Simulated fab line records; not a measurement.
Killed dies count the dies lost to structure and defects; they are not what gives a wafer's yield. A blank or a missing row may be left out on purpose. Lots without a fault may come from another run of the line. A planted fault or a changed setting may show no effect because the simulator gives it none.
fab line records -- flow sky130
record: lots: 12, wafers: 36, last_day: 49
route steps=708 shown METAL2@498 VIA2@520 CAPM@537 PAD_OPEN@708
lots that met no fault: taken from a fault-free run of the same line
start_h: start of the lot's first displayed wafer, in hours after the record's first day -- wait_h: time in hours since the lot's previous step -- " same as the row above -- L1.1+2: one row covering several wafers at once -- - no value, or no start given -- * or withheld: withheld -- < > ~ a bound
route shown NAME@n: a module of which the file shows steps, and the number in the route of the first -- usual: the fault-free wafers' mean and standard deviation -- same: alike in all rows -- chamber/n: place in a boat -- sites: per-site readings -- _std_site: the values' standard deviation -- _edge_site: the outer-site mean with the inner-site mean subtracted -- radius_mm: how far each site lies from the wafer's centre -- mask NAME#n: copy n -- behind: the most recent tool/chamber to have shaped the wafer -- hold: why the lot was held/for how many hours/how that ended -- device: the n, p or np transistor that did not switch -- end of line: the same wafers' tests at the end of the route -- a step with no rows: only its recipe -- killed: dies that structure and defects cost at the first sort, which is not the same as the wafer's yield -- map: shows each die of a wafer: x if killed, . if not, _ if none is there
set.NAME: the run value of the setting; set.NAME@STEP: its run value at that earlier step -- model.NAME: the simulator's own value behind a step, which no gauge read
steps of the route over a sample of lots; a table a step, a row a wafer
services: when a tool's chamber went out of use (start_h, in hours from the record's first day, below 0 if earlier), for how many hours, and the reason
== steps ==
step: SKY_METAL2_CD_MEAS_15
recipe: target_cd_nm: 140
usual: cd_nm: 139.2/1.3
lot.wafer,tool,chamber,start_h,wait_h,cd_nm
L816.1,cd_sem-01,-,830.70,-,137.9
L816.4,cd_sem-01,-,830.70,-,139.7
L816.5,cd_sem-01,-,830.70,-,138.5
L818.1,cd_sem-02,-,849.90,-,138.1
L818.4,cd_sem-02,-,849.90,-,137.0
L818.5,cd_sem-02,-,849.90,-,137.2
L820.1,cd_sem-02,-,862.41,-,141.0
L820.3,cd_sem-02,-,862.41,-,142.9
L820.4,cd_sem-02,-,862.41,-,140.6
L821.1,cd_sem-02,-,874.00,-,138.8
L821.2,cd_sem-02,-,874.00,-,138.2
L821.4,cd_sem-02,-,874.00,-,140.7
L822.3,cd_sem-01,-,881.80,-,138.6
L822.5,cd_sem-01,-,881.80,-,139.4
L822.6,cd_sem-01,-,881.80,-,139.0
L824.1,cd_sem-01,-,887.75,-,139.7
L824.2,cd_sem-01,-,887.75,-,140.6
L824.4,cd_sem-01,-,887.75,-,138.8
L825.2,cd_sem-02,-,907.03,-,137.8
L825.3,cd_sem-02,-,907.03,-,139.6
L825.4,cd_sem-02,-,907.03,-,138.3
L827.1,cd_sem-02,-,915.85,-,137.7
L827.3,cd_sem-02,-,915.85,-,138.3
L827.6,cd_sem-02,-,915.85,-,138.0
L828.1,cd_sem-01,-,927.06,-,139.0
L828.4,cd_sem-01,-,927.06,-,141.5
L828.5,cd_sem-01,-,927.06,-,139.1
L829.2,cd_sem-02,-,931.69,-,138.5
L829.4,cd_sem-02,-,931.69,-,137.7
L829.6,cd_sem-02,-,931.69,-,136.8
L831.1,cd_sem-02,-,944.95,-,139.5
L831.3,cd_sem-02,-,944.95,-,138.7
L831.6,cd_sem-02,-,944.95,-,140.3
L832.1,cd_sem-02,-,951.02,-,141.2
L832.3,cd_sem-02,-,951.02,-,140.1
L832.4,cd_sem-02,-,951.02,-,139.3
step: SKY_VIA2_OVL_MEAS_13
usual: VIA2_OVL: 1/5.2
lot.wafer,tool,chamber,start_h,wait_h,VIA2_OVL[nm]
L816.1,overlay-02,-,859.03,0.1,4
L816.4,overlay-02,-,859.03,0.1,0
L816.5,overlay-02,-,859.03,0.1,-1
L818.1,overlay-01,-,878.33,0.1,-3
L818.4,overlay-01,-,878.33,0.1,-1
L818.5,overlay-01,-,878.33,0.1,-5
L820.1,overlay-01,-,889.94,0.1,5
L820.3,overlay-01,-,889.94,0.1,5
L820.4,overlay-01,-,889.94,0.1,8
L821.1,overlay-01,-,902.04,0.1,7
L821.2,overlay-01,-,902.04,0.1,3
L821.4,overlay-01,-,902.04,0.1,8
L822.3,overlay-01,-,909.40,0.1,6
L822.5,overlay-01,-,909.40,0.1,6
L822.6,overlay-01,-,909.40,0.1,-3
L824.1,overlay-01,-,915.17,0.1,0
L824.2,overlay-01,-,915.17,0.1,3
L824.4,overlay-01,-,915.17,0.1,-4
L825.2,overlay-01,-,933.42,0.1,-3
L825.3,overlay-01,-,933.42,0.1,-1
L825.4,overlay-01,-,933.42,0.1,0
L827.1,overlay-01,-,942.88,0.1,-8
L827.3,overlay-01,-,942.88,0.1,-7
L827.6,overlay-01,-,942.88,0.1,-7
L828.1,overlay-02,-,953.19,0.1,-6
L828.4,overlay-02,-,953.19,0.1,3
L828.5,overlay-02,-,953.19,0.1,-6
L829.2,overlay-02,-,958.33,0.1,-4
L829.4,overlay-02,-,958.33,0.1,-5
L829.6,overlay-02,-,958.33,0.1,-3
L831.1,overlay-02,-,970.24,0.1,15
L831.3,overlay-02,-,970.24,0.1,10
L831.6,overlay-02,-,970.24,0.1,9
L832.1,overlay-01,-,977.38,0.1,-11
L832.3,overlay-01,-,977.38,0.1,-9
L832.4,overlay-01,-,977.38,0.1,1
step: SKY_VIA2_CVD_21
recipe: material: W, target_thk_nm: 420, time_s: 126.4, temp_c: 400, pressure_torr: 40
usual: chamber_pressure_Torr: 40.01/0.09, heater_power_outer_w: 490/44, heater_power_w: 789/42
lot.wafer,tool,chamber,start_h,wait_h,chamber_pressure_Torr,heater_power_outer_w,heater_power_w
L816.1,cvd_w-02,0,859.83,0.0,40.02,515,779
L816.4,cvd_w-02,1,859.83,0.0,39.99,450,753
L816.5,cvd_w-02,1,859.83,0.0,39.91,458,776
L818.1,cvd_w-02,0,879.53,0.0,39.94,518,797
L818.4,cvd_w-02,1,879.53,0.0,39.95,468,752
L818.5,cvd_w-02,0,879.53,0.0,40.04,497,798
L820.1,cvd_w-02,1,890.78,0.0,40.02,456,791
L820.3,cvd_w-02,0,890.78,0.0,40.00,513,790
L820.4,cvd_w-02,1,890.78,0.0,40.14,462,775
L821.1,cvd_w-02,0,902.84,0.0,39.95,521,800
L821.2,cvd_w-02,1,902.84,0.0,40.00,461,762
L821.4,cvd_w-02,0,902.84,0.0,40.00,511,805
L822.3,cvd_w-02,1,910.23,0.1,40.08,457,760
L822.5,cvd_w-02,1,910.23,0.1,40.08,460,773
L822.6,cvd_w-02,0,910.23,0.1,39.98,512,800
L824.1,cvd_w-02,0,915.96,0.0,39.92,525,780
L824.2,cvd_w-02,1,915.96,0.0,39.88,458,770
L824.4,cvd_w-02,1,915.96,0.0,40.22,472,774
L825.2,cvd_w-02,1,934.32,0.0,40.08,462,794
L825.3,cvd_w-02,1,934.32,0.0,39.98,446,768
L825.4,cvd_w-02,0,934.32,0.0,39.78,517,794
L827.1,cvd_w-02,1,943.68,0.0,39.94,464,758
L827.3,cvd_w-02,0,943.68,0.0,40.01,513,769
L827.6,cvd_w-02,0,943.68,0.0,39.96,518,791
L828.1,cvd_w-01,1,954.03,0.0,40.00,427,744
L828.4,cvd_w-01,0,954.03,0.0,39.93,578,896
L828.5,cvd_w-01,0,954.03,0.0,40.09,578,913
L829.2,cvd_w-02,1,959.13,0.0,35.74,463,786
L829.4,cvd_w-02,0,959.13,0.0,35.62,519,787
L829.6,cvd_w-02,0,959.13,0.0,35.69,513,767
L831.1,cvd_w-01,1,971.04,0.0,40.00,427,741
L831.3,cvd_w-01,1,971.04,0.0,39.95,431,733
L831.6,cvd_w-01,0,971.04,0.0,40.09,593,898
L832.1,cvd_w-02,1,978.17,0.0,35.74,446,775
L832.3,cvd_w-02,1,978.17,0.0,35.73,458,764
L832.4,cvd_w-02,0,978.17,0.0,35.83,511,808
step: SKY_VIA2_RS_MEAS_22
recipe: thk_meas_gauge: four-point-probe, reads: W_of_VIA2_CVD_21+TiN_of_VIA2_SPUTTER_20
usual: VIA2_W_RS: 0.271/0.0046
lot.wafer,tool,chamber,start_h,wait_h,VIA2_W_RS[ohm/sq]
L816.1,film_metro-01,-,859.96,0.1,0.275
L816.4,film_metro-01,-,859.96,0.1,0.271
L816.5,film_metro-01,-,859.96,0.1,0.271
L818.1,film_metro-01,-,879.66,0.1,0.275
L818.4,film_metro-01,-,879.66,0.1,0.268
L818.5,film_metro-01,-,879.66,0.1,0.275
L820.1,film_metro-01,-,890.91,0.1,0.265
L820.3,film_metro-01,-,890.91,0.1,0.272
L820.4,film_metro-01,-,890.91,0.1,0.265
L821.1,film_metro-01,-,902.97,0.1,0.270
L821.2,film_metro-01,-,902.97,0.1,0.265
L821.4,film_metro-01,-,902.97,0.1,0.270
L822.3,film_metro-01,-,910.36,0.1,0.268
L822.5,film_metro-01,-,910.36,0.1,0.265
L822.6,film_metro-01,-,910.36,0.1,0.273
L824.1,film_metro-02,-,916.09,0.1,0.273
L824.2,film_metro-02,-,916.09,0.1,0.267
L824.4,film_metro-02,-,916.09,0.1,0.267
L825.2,film_metro-01,-,934.47,0.1,0.268
L825.3,film_metro-01,-,934.47,0.1,0.267
L825.4,film_metro-01,-,934.47,0.1,0.273
L827.1,film_metro-03,-,943.81,0.1,0.263
L827.3,film_metro-03,-,943.81,0.1,0.272
L827.6,film_metro-03,-,943.81,0.1,0.273
L828.1,film_metro-02,-,954.16,0.1,0.280
L828.4,film_metro-02,-,954.16,0.1,0.279
L828.5,film_metro-02,-,954.16,0.1,0.276
L829.2,film_metro-02,-,959.28,0.1,0.284
L829.4,film_metro-02,-,959.28,0.1,0.285
L829.6,film_metro-02,-,959.28,0.1,0.287
L831.1,film_metro-02,-,971.17,0.1,0.274
L831.3,film_metro-02,-,971.17,0.1,0.275
L831.6,film_metro-02,-,971.17,0.1,0.276
L832.1,film_metro-01,-,978.30,0.1,0.282
L832.3,film_metro-01,-,978.30,0.1,0.279
L832.4,film_metro-01,-,978.30,0.1,0.289
step: SKY_CAPM_CVD_00
recipe: material: SiO2, target_thk_nm: 15.5, temp_c: 400, time_s: withheld, rf_w: 450
usual: heater_power_outer_w: 481/66, heater_power_w: 768/100
lot.wafer,tool,chamber,start_h,wait_h,heater_power_outer_w,heater_power_w
L816.1,pecvd-03,1,860.60,0.0,551,779
L816.4,pecvd-03,1,860.60,0.0,531,775
L816.5,pecvd-03,0,860.60,0.0,469,715
L818.1,pecvd-01,0,880.29,0.0,539,948
L818.4,pecvd-01,2,880.29,0.0,500,769
L818.5,pecvd-01,0,880.29,0.0,575,985
L820.1,pecvd-03,0,891.54,0.0,483,759
L820.3,pecvd-03,2,891.54,0.0,439,683
L820.4,pecvd-03,2,891.54,0.0,433,713
L821.1,pecvd-03,2,903.60,0.0,383,637
L821.2,pecvd-03,1,903.60,0.0,529,794
L821.4,pecvd-03,1,903.60,0.0,540,778
L822.3,pecvd-03,1,910.95,0.0,450,674
L822.5,pecvd-03,2,910.95,0.0,474,739
L822.6,pecvd-03,0,910.95,0.0,541,845
L824.1,pecvd-03,0,916.73,0.0,505,797
L824.2,pecvd-03,1,916.73,0.0,534,775
L824.4,pecvd-03,2,916.73,0.0,430,698
L825.2,pecvd-04,2,935.08,0.0,504,848
L825.3,pecvd-04,0,935.08,0.0,371,602
L825.4,pecvd-04,1,935.08,0.0,445,739
L827.1,pecvd-03,1,944.60,0.0,518,793
L827.3,pecvd-03,2,944.60,0.0,466,732
L827.6,pecvd-03,2,944.60,0.0,465,751
L828.1,pecvd-01,2,954.80,0.0,442,704
L828.4,pecvd-01,2,954.80,0.0,449,711
L828.5,pecvd-01,0,954.80,0.0,502,892
L829.2,pecvd-03,2,959.89,0.0,428,689
L829.4,pecvd-03,1,959.89,0.0,470,701
L829.6,pecvd-03,2,959.89,0.0,427,670
L831.1,pecvd-01,1,971.80,0.0,391,625
L831.3,pecvd-01,2,971.80,0.0,551,862
L831.6,pecvd-01,1,971.80,0.0,381,605
L832.1,pecvd-01,1,978.94,0.0,403,644
L832.3,pecvd-01,0,978.94,0.0,578,998
L832.4,pecvd-01,0,978.94,0.0,583,990
step: SKY_PAD_OPEN_PROBE_99
usual: defect_limited_yield: 82.7/1.7, killed_at_M0_to_M3: 41/6.2, killed_at_M4_up: 3.0/1.7, killed_at_contacts: 25/5.8, killed_at_front_end: 16/4.5, killed_at_other: 0.2/0.42, killed_dies: 85/8.4, killed_on_rim: 17/4.1, killed_open: 46/5.9, killed_short: 39/6.3, sort_bin_3_pad_short: 0.9/0.4, sort_bin_5_function: 10.2/1.3, sort_bin_6_memory: 6.2/1, sort_n_pass: 407/8.4, sort_yield_pct: 82.7/1.7
same: gross_dies: 492, killed_at_back_side: 0, sort_bin_4_leakage[%]: 0, sort_bin_8_speed[%]: 0
lot.wafer,tool,chamber,start_h,wait_h,defect_limited_yield[%],killed_at_M0_to_M3,killed_at_M4_up,killed_at_contacts,killed_at_front_end,killed_at_other,killed_dies,killed_on_rim,killed_open,killed_short,sort_bin_3_pad_short[%],sort_bin_5_function[%],sort_bin_6_memory[%],sort_n_pass,sort_yield_pct[%]
L816.1,prober-01,-,1088.66,0.1,83.7,39,4,24,12,1,80,16,55,25,0.6,8.3,7.3,412,83.7
L816.4,prober-01,-,1088.81,0.2,84.6,36,5,28,7,0,76,18,35,41,0.6,10.0,4.9,416,84.6
L816.5,prober-01,-,1088.86,0.2,85.2,28,6,26,13,0,73,12,35,38,0,8.9,5.9,419,85.2
L818.1,prober-01,-,1102.48,0.1,81.7,35,7,40,7,1,90,23,54,36,1.2,12.0,5.1,402,81.7
L818.4,prober-01,-,1102.63,0.2,85.0,36,1,24,13,0,74,12,42,32,1.0,9.3,4.7,418,85.0
L818.5,prober-01,-,1102.68,0.2,81.9,37,4,35,13,0,89,15,56,33,0.6,10.8,6.7,403,81.9
L820.1,prober-01,-,1111.30,0.1,82.1,39,3,37,9,0,88,13,42,46,1.0,10.2,6.7,404,82.1
L820.3,prober-01,-,1111.40,0.2,79.5,47,1,33,20,0,101,25,47,54,0.6,12.0,7.9,391,79.5
L820.4,prober-01,-,1111.45,0.2,79.9,54,2,23,20,0,99,18,48,51,1.6,9.8,8.7,393,79.9
L821.1,prober-02,-,1120.05,0.1,85.8,38,4,15,13,0,70,12,35,35,0.4,8.3,5.5,422,85.8
L821.2,prober-02,-,1120.10,0.1,82.7,40,4,25,16,0,85,16,41,44,1.0,10.6,5.7,407,82.7
L821.4,prober-02,-,1120.20,0.2,86.8,32,4,19,10,0,65,15,35,30,0.8,7.3,5.1,427,86.8
L822.3,prober-01,-,1126.49,0.2,80.3,39,1,37,20,0,97,20,45,52,0.8,12.0,6.9,395,80.3
L822.5,prober-01,-,1126.59,0.2,80.5,49,6,22,19,0,96,27,51,44,1.0,11.4,7.1,396,80.5
L822.6,prober-01,-,1126.64,0.2,83.5,37,3,27,14,0,81,13,47,34,0.6,8.9,6.9,411,83.5
L824.1,prober-01,-,1131.65,0.1,83.5,45,2,25,9,0,81,12,49,31,1.0,9.6,5.9,411,83.5
L824.2,prober-01,-,1131.70,0.1,81.7,41,2,28,18,1,90,20,51,38,0.4,10.8,7.1,402,81.7
L824.4,prober-01,-,1131.80,0.2,80.9,51,3,24,16,0,94,18,45,46,1.6,11.8,5.7,398,80.9
L825.2,prober-02,-,1142.82,0.1,78.7,52,0,23,30,0,105,17,54,51,0.6,12.6,8.1,387,78.7
L825.3,prober-02,-,1142.87,0.2,81.9,50,3,24,12,0,89,18,45,43,0.4,11.4,6.3,403,81.9
L825.4,prober-02,-,1142.92,0.2,83.3,41,3,19,19,0,82,13,37,44,1.6,8.5,6.5,410,83.3
L827.1,prober-02,-,1152.11,0.1,82.7,43,3,26,13,0,85,18,51,34,1.2,10.4,5.7,407,82.7
L827.3,prober-02,-,1152.21,0.2,82.9,45,4,19,16,0,84,12,50,34,0.4,9.3,7.3,408,82.9
L827.6,prober-02,-,1152.36,0.2,80.7,47,7,24,16,1,95,23,55,40,1.0,10.4,7.9,397,80.7
L828.1,prober-01,-,1159.86,0.1,81.9,47,3,23,16,0,89,21,49,38,2.0,11.0,5.1,403,81.9
L828.4,prober-01,-,1160.01,0.2,82.5,49,0,15,21,1,86,16,41,42,0.6,9.3,7.5,406,82.5
L828.5,prober-01,-,1160.06,0.2,82.5,45,5,20,16,0,86,10,47,37,1.2,10.0,6.3,406,82.5
L829.2,prober-02,-,1161.86,0.1,81.1,50,2,26,15,0,93,24,50,43,0.6,11.2,7.1,399,81.1
L829.4,prober-02,-,1161.96,0.2,83.7,35,3,28,14,0,80,18,47,33,1.0,10.4,4.9,412,83.7
L829.6,prober-02,-,1162.06,0.2,82.5,38,3,30,15,0,86,22,43,43,0.8,11.4,5.3,406,82.5
L831.1,prober-02,-,1172.06,0.1,85.0,42,1,17,14,0,74,11,38,36,0.6,8.9,5.5,418,85.0
L831.3,prober-02,-,1172.16,0.2,83.7,37,0,28,15,0,80,20,41,39,1.0,10.8,4.5,412,83.7
L831.6,prober-02,-,1172.31,0.2,83.7,40,3,27,10,0,80,14,47,33,1.2,8.9,6.1,412,83.7
L832.1,prober-01,-,1177.33,0.1,80.3,48,3,30,16,0,97,21,49,48,1.2,12.6,5.9,395,80.3
L832.3,prober-01,-,1177.43,0.2,80.1,49,3,28,18,0,98,18,50,47,1.2,12.8,5.9,394,80.1
L832.4,prober-01,-,1177.48,0.2,81.5,46,2,32,11,0,91,18,48,43,0.4,11.0,7.1,401,81.5
killed by level:class
L816.1 VIA1:geometric_particle:open=16 CONTACT:geometric_particle:open=11 VIA2:geometric_particle:open=5 FIELD_ISO:geometric_particle:open=3 POLY_GATE:geometric_particle:open=3 LI_CONTACT:geometric_particle:open=3 LOCAL_INTERCONNECT:geometric_particle:short=3 LOCAL_INTERCONNECT:geometric_particle:open=3
L816.4 CONTACT:geometric_particle:open=11 VIA2:geometric_particle:open=9 CONTACT:geometric_particle:short=8 VIA1:geometric_particle:open=7 METAL2:geometric_particle:short=6 VIA2:geometric_particle:short=5 LOCAL_INTERCONNECT:geometric_particle:short=4 LI_CONTACT:geometric_particle:short=3
L816.5 CONTACT:geometric_particle:open=11 CONTACT:geometric_particle:short=5 LI_CONTACT:geometric_particle:open=4 LOCAL_INTERCONNECT:geometric_particle:short=4 VIA1:geometric_particle:short=4 VIA3:geometric_particle:short=4 VIA1:geometric_particle:open=4 FIELD_ISO:geometric_particle:short=3
L818.1 CONTACT:geometric_particle:open=13 LI_CONTACT:geometric_particle:open=10 VIA1:geometric_particle:open=10 VIA2:geometric_particle:open=9 CONTACT:geometric_particle:short=7 LOCAL_INTERCONNECT:geometric_particle:short=6 FIELD_ISO:geometric_particle:short=4 METAL4:geometric_particle:short=4
L818.4 VIA1:geometric_particle:open=9 CONTACT:geometric_particle:open=8 LI_CONTACT:geometric_particle:open=6 METAL1:geometric_particle:short=6 LOCAL_INTERCONNECT:geometric_particle:short=5 VIA3:geometric_particle:open=5 METAL3:geometric_particle:short=4 POLY_GATE:geometric_particle:open=3
L818.5 CONTACT:geometric_particle:open=12 LI_CONTACT:geometric_particle:open=10 VIA3:geometric_particle:open=10 CONTACT:geometric_particle:short=7 METAL1:geometric_particle:short=6 FIELD_ISO:geometric_particle:open=5 VIA1:geometric_particle:open=5 VIA3:geometric_particle:short=4
L820.1 CONTACT:geometric_particle:open=15 LOCAL_INTERCONNECT:geometric_particle:short=8 VIA3:geometric_particle:open=8 LI_CONTACT:geometric_particle:short=6 VIA1:geometric_particle:open=5 METAL2:geometric_particle:short=5 POLY_GATE:geometric_particle:short=4 METAL1:geometric_particle:short=4
L820.3 CONTACT:geometric_particle:open=15 METAL1:geometric_particle:short=9 LI_CONTACT:geometric_particle:open=8 METAL2:geometric_particle:short=6 LOCAL_INTERCONNECT:geometric_particle:short=6 VIA1:geometric_particle:open=6 VIA3:geometric_particle:short=6 METAL3:geometric_particle:short=5
L820.4 CONTACT:geometric_particle:open=9 VIA3:geometric_particle:open=9 VIA1:geometric_particle:open=8 METAL1:geometric_particle:short=8 FIELD_ISO:geometric_particle:open=7 VIA1:geometric_particle:short=6 METAL2:geometric_particle:short=6 VIA3:geometric_particle:short=6
L821.1 VIA1:geometric_particle:open=10 VIA2:geometric_particle:open=7 METAL1:geometric_particle:short=5 VIA3:geometric_particle:open=5 FIELD_ISO:geometric_particle:short=4 POLY_GATE:geometric_particle:short=4 LI_CONTACT:geometric_particle:short=4 CONTACT:geometric_particle:open=4
L821.2 CONTACT:geometric_particle:open=10 VIA1:geometric_particle:open=10 VIA3:geometric_particle:open=8 METAL1:geometric_particle:short=7 METAL2:geometric_particle:short=6 LI_CONTACT:geometric_particle:short=5 LOCAL_INTERCONNECT:geometric_particle:short=5 FIELD_ISO:geometric_particle:short=4
L821.4 CONTACT:geometric_particle:open=9 VIA2:geometric_particle:open=6 VIA1:geometric_particle:short=6 VIA3:geometric_particle:open=6 FIELD_ISO:geometric_particle:open=5 METAL1:geometric_particle:short=4 VIA3:geometric_particle:short=4 METAL4:geometric_particle:short=4
L822.3 LI_CONTACT:geometric_particle:open=15 METAL2:geometric_particle:short=11 LOCAL_INTERCONNECT:geometric_particle:short=10 VIA1:geometric_particle:open=9 FIELD_ISO:geometric_particle:short=7 CONTACT:geometric_particle:open=6 VIA1:geometric_particle:short=6 FIELD_ISO:geometric_particle:open=5
L822.5 CONTACT:geometric_particle:open=10 VIA3:geometric_particle:open=9 METAL1:geometric_particle:short=7 VIA1:geometric_particle:open=7 VIA2:geometric_particle:short=7 CONTACT:geometric_particle:short=5 POLY_GATE:geometric_particle:open=5 VIA2:geometric_particle:open=5
L822.6 CONTACT:geometric_particle:open=12 VIA2:geometric_particle:open=7 VIA1:geometric_particle:short=6 VIA1:geometric_particle:open=6 POLY_GATE:geometric_particle:open=5 LI_CONTACT:geometric_particle:open=5 LOCAL_INTERCONNECT:geometric_particle:short=5 METAL2:geometric_particle:short=5
L824.1 CONTACT:geometric_particle:open=17 VIA1:geometric_particle:open=8 VIA3:geometric_particle:open=7 METAL3:geometric_particle:short=6 METAL1:geometric_particle:short=6 VIA2:geometric_particle:open=6 POLY_GATE:geometric_particle:open=5 LOCAL_INTERCONNECT:geometric_particle:short=4
L824.2 CONTACT:geometric_particle:open=14 VIA1:geometric_particle:open=9 METAL1:geometric_particle:short=7 VIA3:geometric_particle:open=7 POLY_GATE:geometric_particle:open=5 METAL2:geometric_particle:short=5 POLY_GATE:geometric_particle:short=4 FIELD_ISO:geometric_particle:short=3
L824.4 METAL1:geometric_particle:short=13 CONTACT:geometric_particle:open=10 VIA1:geometric_particle:open=7 METAL2:geometric_particle:short=7 VIA3:geometric_particle:open=7 LOCAL_INTERCONNECT:geometric_particle:short=5 VIA2:geometric_particle:open=5 FIELD_ISO:geometric_particle:short=4
L825.2 METAL1:geometric_particle:short=10 VIA1:geometric_particle:open=9 VIA2:geometric_particle:open=9 FIELD_ISO:geometric_particle:short=7 POLY_GATE:geometric_particle:short=7 POLY_GATE:geometric_particle:open=6 CONTACT:geometric_particle:open=6 VIA3:geometric_particle:open=6
L825.3 VIA1:geometric_particle:open=16 CONTACT:geometric_particle:open=8 POLY_GATE:geometric_particle:open=6 VIA1:geometric_particle:short=6 LOCAL_INTERCONNECT:geometric_particle:short=5 METAL2:geometric_particle:short=5 CONTACT:geometric_particle:short=4 METAL1:geometric_particle:short=4
L825.4 VIA1:geometric_particle:open=9 VIA1:geometric_particle:short=8 VIA3:geometric_particle:open=6 FIELD_ISO:geometric_particle:open=5 CONTACT:geometric_particle:short=5 CONTACT:geometric_particle:open=5 METAL2:geometric_particle:short=5 FIELD_ISO:geometric_particle:short=4
L827.1 CONTACT:geometric_particle:open=14 VIA1:geometric_particle:open=10 LI_CONTACT:geometric_particle:open=7 VIA1:geometric_particle:short=7 VIA3:geometric_particle:open=5 FIELD_ISO:geometric_particle:short=4 METAL2:geometric_particle:short=4 VIA2:geometric_particle:open=4
L827.3 VIA1:geometric_particle:open=10 CONTACT:geometric_particle:open=8 FIELD_ISO:geometric_particle:short=5 METAL1:geometric_particle:short=5 METAL1:geometric_particle:open=5 METAL2:geometric_particle:short=5 VIA2:geometric_particle:open=5 FIELD_ISO:geometric_particle:open=4
L827.6 VIA1:geometric_particle:open=12 CONTACT:geometric_particle:open=7 METAL2:geometric_particle:short=7 FIELD_ISO:geometric_particle:short=6 LI_CONTACT:geometric_particle:open=6 VIA2:geometric_particle:open=6 VIA3:geometric_particle:open=6 VIA1:geometric_particle:short=5
L828.1 VIA1:geometric_particle:open=11 VIA2:geometric_particle:open=8 LI_CONTACT:geometric_particle:open=7 CONTACT:geometric_particle:open=7 VIA1:geometric_particle:short=6 METAL1:geometric_particle:short=6 FIELD_ISO:geometric_particle:open=5 POLY_GATE:geometric_particle:open=4
L828.4 VIA1:geometric_particle:open=13 VIA2:geometric_particle:open=9 METAL2:geometric_particle:short=7 VIA1:geometric_particle:short=6 METAL3:geometric_particle:short=6 FIELD_ISO:geometric_particle:short=5 POLY_GATE:geometric_particle:open=5 CONTACT:geometric_particle:open=5
L828.5 CONTACT:geometric_particle:open=9 VIA3:geometric_particle:open=9 VIA1:geometric_particle:short=6 METAL2:geometric_particle:short=6 VIA2:geometric_particle:open=6 VIA1:geometric_particle:open=5 LI_CONTACT:geometric_particle:open=4 FIELD_ISO:geometric_particle:open=3
L829.2 VIA1:geometric_particle:open=15 VIA3:geometric_particle:open=10 CONTACT:geometric_particle:open=9 LI_CONTACT:geometric_particle:open=7 VIA2:geometric_particle:open=5 CONTACT:geometric_particle:short=5 METAL1:geometric_particle:short=5 METAL2:geometric_particle:short=5
L829.4 CONTACT:geometric_particle:open=16 VIA1:geometric_particle:open=9 LI_CONTACT:geometric_particle:open=7 METAL2:geometric_particle:short=7 LOCAL_INTERCONNECT:geometric_particle:short=4 POLY_GATE:geometric_particle:open=3 METAL1:geometric_particle:short=3 METAL3:geometric_particle:short=3
L829.6 VIA1:geometric_particle:open=11 CONTACT:geometric_particle:open=9 LI_CONTACT:geometric_particle:open=8 CONTACT:geometric_particle:short=6 LI_CONTACT:geometric_particle:short=5 VIA3:geometric_particle:open=5 POLY_GATE:geometric_particle:open=4 POLY_GATE:geometric_particle:short=4
L831.1 VIA1:geometric_particle:open=12 METAL1:geometric_particle:short=5 VIA3:geometric_particle:open=5 LI_CONTACT:geometric_particle:open=4 CONTACT:geometric_particle:open=4 CONTACT:geometric_particle:short=4 VIA1:geometric_particle:short=4 FIELD_ISO:geometric_particle:short=3
L831.3 VIA1:geometric_particle:open=10 LI_CONTACT:geometric_particle:open=8 LI_CONTACT:geometric_particle:short=7 METAL1:geometric_particle:short=7 LOCAL_INTERCONNECT:geometric_particle:short=5 VIA2:geometric_particle:open=5 POLY_GATE:geometric_particle:open=4 CONTACT:geometric_particle:open=4
L831.6 VIA1:geometric_particle:open=11 VIA2:geometric_particle:open=9 CONTACT:geometric_particle:open=7 LI_CONTACT:geometric_particle:open=7 LI_CONTACT:geometric_particle:short=5 LOCAL_INTERCONNECT:geometric_particle:short=5 VIA3:geometric_particle:open=5 METAL2:geometric_particle:short=4
L832.1 CONTACT:geometric_particle:short=10 VIA2:geometric_particle:open=9 VIA3:geometric_particle:open=8 VIA3:geometric_particle:short=8 CONTACT:geometric_particle:open=7 VIA1:geometric_particle:open=7 VIA1:geometric_particle:short=5 LI_CONTACT:geometric_particle:short=5
L832.3 CONTACT:geometric_particle:open=11 METAL2:geometric_particle:short=9 LI_CONTACT:geometric_particle:open=8 VIA3:geometric_particle:open=7 VIA3:geometric_particle:short=6 METAL1:geometric_particle:short=6 METAL3:geometric_particle:short=5 CONTACT:geometric_particle:short=5
L832.4 CONTACT:geometric_particle:open=12 CONTACT:geometric_particle:short=9 METAL1:geometric_particle:short=9 VIA3:geometric_particle:open=8 VIA2:geometric_particle:open=7 METAL2:geometric_particle:short=6 VIA1:geometric_particle:open=6 FIELD_ISO:geometric_particle:short=5
== services ==
tool,chamber,start_h,hours,kind
cvd_w-01,-,836.11,0.7,repair
pecvd-04,0,848.25,2.1,scheduled_down
pecvd-03,2,859.42,16.5,scheduled_down
pecvd-03,0,866.26,3.5,repair
pecvd-01,1,869.41,16.5,scheduled_down
pecvd-04,1,890.14,12.6,repair
pecvd-03,-,894.98,1.3,repair
cvd_w-01,-,904.00,14.0,pm
cvd_w-01,0,904.00,14.0,vent_cycle
cvd_w-01,1,904.00,14.0,vent_cycle
pecvd-04,1,915.92,2.1,scheduled_down
cvd_w-01,-,916.85,0.7,repair
cvd_w-01,0,918.00,-,clean
cvd_w-01,1,918.00,-,clean
pecvd-04,-,919.11,0.6,repair
pecvd-04,2,928.03,5.5,scheduled_down
cvd_w-02,1,950.18,4.1,repair
pecvd-01,2,959.44,5.5,scheduled_down
cvd_w-02,-,965.02,3.9,repair
== key ==
first_sign: step: SKY_VIA2_CVD_21, reading: chamber_pressure_Torr, direction: down, sigmas: 47, usual: 40.01, struck: 35.72
effect: step: SKY_VIA2_RS_MEAS_22, reading: VIA2_W_RS, direction: up, sigmas: 2.9, usual: 0.271, struck: 0.284
met_at SKY_VIA2_CVD_21
struck_lots L829,L832
not_acting_at SKY_METAL2_CD_MEAS_15,SKY_VIA2_OVL_MEAS_13,SKY_CAPM_CVD_00
onset_between 943.68 959.13
fault: kind: process_parameter_drift, tool: cvd_w-02, chamber: -, onset_h: 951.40, steps: SKY_VIA2_CVD_21, channel: pressure_torr, offset: -4.2578, shape: step, end_h: 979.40, acts_in: these_recipes_only, stated: 40
